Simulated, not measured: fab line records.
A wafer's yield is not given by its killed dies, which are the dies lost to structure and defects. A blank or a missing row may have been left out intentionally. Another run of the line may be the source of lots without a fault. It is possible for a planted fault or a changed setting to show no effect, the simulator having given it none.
What tool caused it? + flow gf180mcu + 13 lots, 39 wafers sampled, at 6 steps of a route of 602

WHAT THE GAUGES READ, wafer by wafer
GF_STI_BOW_MEAS_00. Usual: for INCOMING_BOW the level is 0 um and the standard deviation is 5.9.
| lot  | measured    | on            | INCOMING_BOW (um) | flag |
|------|-------------|---------------|-------------------|------|
| L115 | day 1 15:01 | film-metro-02 | 7 -18 1           |      |
| L116 | day 1 20:00 | film-metro-01 | 2 -5 2            |      |
| L117 | day 2 01:01 | film-metro-03 | 2 -7 1            |      |
| L118 | day 2 06:00 | film-metro-03 | 7 0 2             |      |
| L120 | day 2 16:01 | film-metro-03 | -3 -9 2           |      |
| L121 | day 2 21:01 | film-metro-02 | 7 8 -5            |      |
| L122 | day 3 02:01 | film-metro-01 | 5 -2 0            |      |
| L123 | day 3 07:02 | film-metro-03 | -3 -2 0           |      |
| L124 | day 3 12:00 | film-metro-01 | -10 0 -7          |      |
| L125 | day 3 17:01 | film-metro-03 | 5 -3 2            |      |
| L126 | day 3 22:02 | film-metro-03 | -3 -12 3          |      |
| L136 | day 6 00:01 | film-metro-01 | -2 -2 6           |      |
| L137 | day 6 05:00 | film-metro-03 | 2 7 5             |      |

GF_LVPWELL_OVL_MEAS_07. Usual: for LVPWELL_OVL the level is 0.1 nm and the standard deviation is 1.3.
| lot  | measured    | on         | LVPWELL_OVL (nm) | flag |
|------|-------------|------------|------------------|------|
| L115 | day 4 03:08 | overlay-01 | -2.6 -0.7 -1.6   |      |
| L116 | day 4 08:52 | overlay-01 | 1.7 2.7 -1.1     |      |
| L117 | day 4 10:59 | overlay-01 | 0.3 0.5 -0.5     |      |
| L118 | day 4 18:55 | overlay-02 | 1.4 -0.8 2.5     |      |
| L120 | day 5 10:49 | overlay-01 | 2.1 2.4 0.9      |      |
| L121 | day 5 14:10 | overlay-01 | 2.7 2.4 1.4      |      |
| L122 | day 5 19:25 | overlay-02 | -2.3 0.1 -1.8    |      |
| L123 | day 5 23:14 | overlay-01 | 0.9 0.1 0.8      |      |
| L124 | day 6 03:52 | overlay-02 | -1.3 -1.9 -0.3   |      |
| L125 | day 6 13:19 | overlay-01 | 0.0 1.0 0.4      |      |
| L126 | day 6 16:17 | overlay-02 | - - -            | OFF  |
| L136 | day 9 00:37 | overlay-02 | 0.1 1.2 1.2      |      |
| L137 | day 9 07:25 | overlay-01 | 0.2 2.5 1.5      |      |

GF_LVPWELL_TW_MEAS_11. Usual: for LVPWELL_TW the level is 553 and the standard deviation is 3.1.
| lot  | measured    | on            | LVPWELL_TW  | flag |
|------|-------------|---------------|-------------|------|
| L115 | day 4 03:34 | film-metro-01 | 551 554 553 |      |
| L116 | day 4 09:18 | film-metro-04 | 552 555 558 |      |
| L117 | day 4 11:25 | film-metro-04 | 554 555 555 |      |
| L118 | day 4 19:22 | film-metro-01 | 552 553 554 |      |
| L120 | day 5 11:16 | film-metro-01 | 550 547 550 |      |
| L121 | day 5 14:37 | film-metro-01 | 551 549 552 |      |
| L122 | day 5 19:52 | film-metro-04 | 553 551 553 |      |
| L123 | day 5 23:40 | film-metro-03 | 555 558 554 |      |
| L124 | day 6 04:19 | film-metro-04 | 552 552 552 |      |
| L125 | day 6 13:46 | film-metro-03 | 558 556 558 |      |
| L126 | day 6 16:44 | film-metro-04 | 29 30 30    | OFF  |
| L136 | day 9 01:04 | film-metro-01 | 550 551 552 |      |
| L137 | day 9 07:51 | film-metro-04 | 555 556 557 |      |

GF_HV_LDD_OVL_MEAS_47. Usual: for HV_LDD_03_OVL the level is 1.0 nm and the standard deviation is 1.7.
| lot  | measured     | on         | HV_LDD_03_OVL (nm) | flag |
|------|--------------|------------|--------------------|------|
| L115 | day 12 11:05 | overlay-02 | -2.7 0.3 -2.5      |      |
| L116 | day 12 21:44 | overlay-01 | 1.6 -0.2 1.4       |      |
| L117 | day 13 03:41 | overlay-01 | 1.5 1.9 3.1        |      |
| L118 | day 13 13:44 | overlay-02 | 0.6 1.6 1.2        |      |
| L120 | day 14 12:32 | overlay-01 | 2.8 1.5 1.7        |      |
| L121 | day 14 21:34 | overlay-02 | 0.8 -0.6 2.1       |      |
| L122 | day 15 02:30 | overlay-01 | 2.5 1.5 1.6        |      |
| L123 | day 15 09:18 | overlay-02 | 0.6 0.0 -0.3       |      |
| L124 | day 15 14:01 | overlay-01 | 1.9 1.6 2.6        |      |
| L125 | day 16 04:05 | overlay-01 | 1.9 3.4 2.4        |      |
| L126 | day 16 08:06 | overlay-02 | 2.5 2.3 4.1        |      |
| L136 | day 19 19:41 | overlay-02 | 0.2 -1.5 -2.2      |      |
| L137 | day 20 05:12 | overlay-01 | 1.1 1.2 -0.4       |      |

WHAT TOOL EACH LOT RAN ON (gives the tool, then ch and the chambers of the sampled wafers, and finally the start)
| lot  | GF_LVPWELL_EXPOSE_04               | GF_DUAL_GATE_STRIP_13                |
|------|------------------------------------|--------------------------------------|
| L115 | iline-stepper-01 ch 0, day 3 21:04 | plasma-asher-04 ch 0,1, day 8 10:42  |
| L116 | iline-stepper-01 ch 0, day 4 02:52 | plasma-asher-04 ch 0,1, day 8 21:03  |
| L117 | iline-stepper-02 ch 0, day 4 05:01 | plasma-asher-04 ch 0,1, day 9 00:05  |
| L118 | iline-stepper-01 ch 0, day 4 12:05 | plasma-asher-04 ch 0,1, day 9 09:23  |
| L120 | iline-stepper-01 ch 0, day 5 03:50 | plasma-asher-03 ch 0,1, day 10 05:23 |
| L121 | iline-stepper-01 ch 0, day 5 07:41 | plasma-asher-03 ch 0,1, day 10 11:05 |
| L122 | iline-stepper-02 ch 0, day 5 12:16 | plasma-asher-03 ch 0,1, day 10 15:14 |
| L123 | iline-stepper-01 ch 0, day 5 16:11 | plasma-asher-03 ch 0,1, day 10 19:55 |
| L124 | iline-stepper-02 ch 0, day 5 21:21 | plasma-asher-04 ch 0,1, day 11 02:02 |
| L125 | iline-stepper-01 ch 0, day 6 06:13 | plasma-asher-04 ch 0,1, day 11 12:05 |
| L126 | iline-stepper-01 ch 0, day 6 09:09 | plasma-asher-03 ch 0,1, day 11 18:49 |
| L136 | iline-stepper-01 ch 0, day 8 16:16 | plasma-asher-03 ch 0,1, day 14 19:41 |
| L137 | iline-stepper-02 ch 0, day 8 23:38 | plasma-asher-04 ch 0,1, day 15 04:02 |
- GF_LVPWELL_EXPOSE_04: exposes mask LVPWELL, target cd 600 nm.
- GF_DUAL_GATE_STRIP_13: strips in O2/N2.

AS READ BY THE TOOLS THEMSELVES (means over the sampled wafers that have a number; for cases with no such wafer, the mark the record gives instead)
GF_LVPWELL_EXPOSE_04. Usual: focus-offset-nm 0.1 nm, standard deviation 0.52; reticle-temp-C 22.99 C, standard deviation 0.11.
| lot  | tool             | focus-offset-nm (nm) | reticle-temp-C (C) | flag |
|------|------------------|----------------------|--------------------|------|
| L115 | iline-stepper-01 | 0.8                  | 22.94              |      |
| L116 | iline-stepper-01 | 0.3                  | 23.07              |      |
| L117 | iline-stepper-02 | -0.3                 | 22.98              |      |
| L118 | iline-stepper-01 | -0.0                 | 22.99              |      |
| L120 | iline-stepper-01 | 0.0                  | 22.96              |      |
| L121 | iline-stepper-01 | 0.4                  | 22.91              |      |
| L122 | iline-stepper-02 | -0.2                 | 22.91              |      |
| L123 | iline-stepper-01 | 0.3                  | 23.05              |      |
| L124 | iline-stepper-02 | -1.0                 | 23.13              |      |
| L125 | iline-stepper-01 | 0.8                  | 22.98              |      |
| L126 | iline-stepper-01 | -0.5                 | 23.01              |      |
| L136 | iline-stepper-01 | -0.3                 | 23.04              |      |
| L137 | iline-stepper-02 | -0.3                 | 22.99              |      |

GF_DUAL_GATE_STRIP_13. Usual: drypump-motor-current-A 5.98 A, standard deviation 0.19; heater-power-w 312 W, standard deviation 23; oes-product-au 0.716 a.u., standard deviation 0.0048; strip-time-to-endpoint-s 12.639 s, standard deviation 0.03.
| lot  | tool            | drypump-motor-current-A (A) | heater-power-w (W) | oes-product-au (a.u.) | strip-time-to-endpoint-s (s) | flag |
|------|-----------------|-----------------------------|--------------------|-----------------------|------------------------------|------|
| L115 | plasma-asher-04 | 6.13                        | 304                | 0.714                 | 12.621                       |      |
| L116 | plasma-asher-04 | 6.16                        | 314                | 0.711                 | 12.606                       |      |
| L117 | plasma-asher-04 | 6.14                        | 300                | 0.714                 | 12.646                       |      |
| L118 | plasma-asher-04 | 6.12                        | 305                | 0.713                 | 12.616                       |      |
| L120 | plasma-asher-03 | 5.78                        | 315                | 0.715                 | 12.637                       |      |
| L121 | plasma-asher-03 | 5.89                        | 298                | 0.715                 | 12.644                       |      |
| L122 | plasma-asher-03 | 5.89                        | 299                | 0.711                 | 12.631                       |      |
| L123 | plasma-asher-03 | 5.78                        | 308                | 0.716                 | 12.622                       |      |
| L124 | plasma-asher-04 | 6.13                        | 304                | 0.717                 | 12.652                       |      |
| L125 | plasma-asher-04 | 6.17                        | 306                | 0.713                 | 12.648                       |      |
| L126 | plasma-asher-03 | 5.89                        | 299                | 0.714                 | 12.630                       |      |
| L136 | plasma-asher-03 | 5.89                        | 295                | 0.714                 | 12.636                       |      |
| L137 | plasma-asher-04 | 6.15                        | 311                | 0.712                 | 12.680                       |      |

THE ANSWER, worked out from the rows above alone
Rule: take the mean of a lot's wafers that have a number; if it is more than 3 standard deviations from the usual mean, the lot is off. Also off: a lot with no number at a reading for which 4 or more lots have one. The other lots that the step has rows for count as sound. After the gauges, taken in route order, come the tools' own readings; for these a lot's mean is taken, as printed above. The first step at which some lot is off is used, and at that step the reading that is off furthest; a lot without a number counts as furthest.
Off: L126, seen at GF_LVPWELL_OVL_MEAS_07 (LVPWELL_OVL). Without a number there: L126.
If a tool, at a process step before that reading, ran all the lots that are off and no sound lot after the first of them, it fits. The gauges at GF_LVPWELL_OVL_MEAS_07 aren't tried: what is off there is off at GF_LVPWELL_TW_MEAS_11 too, on other tools, and a gauge's error can't cause that. No candidate that was tried fits.

WHAT THE SIMULATOR PUT IN
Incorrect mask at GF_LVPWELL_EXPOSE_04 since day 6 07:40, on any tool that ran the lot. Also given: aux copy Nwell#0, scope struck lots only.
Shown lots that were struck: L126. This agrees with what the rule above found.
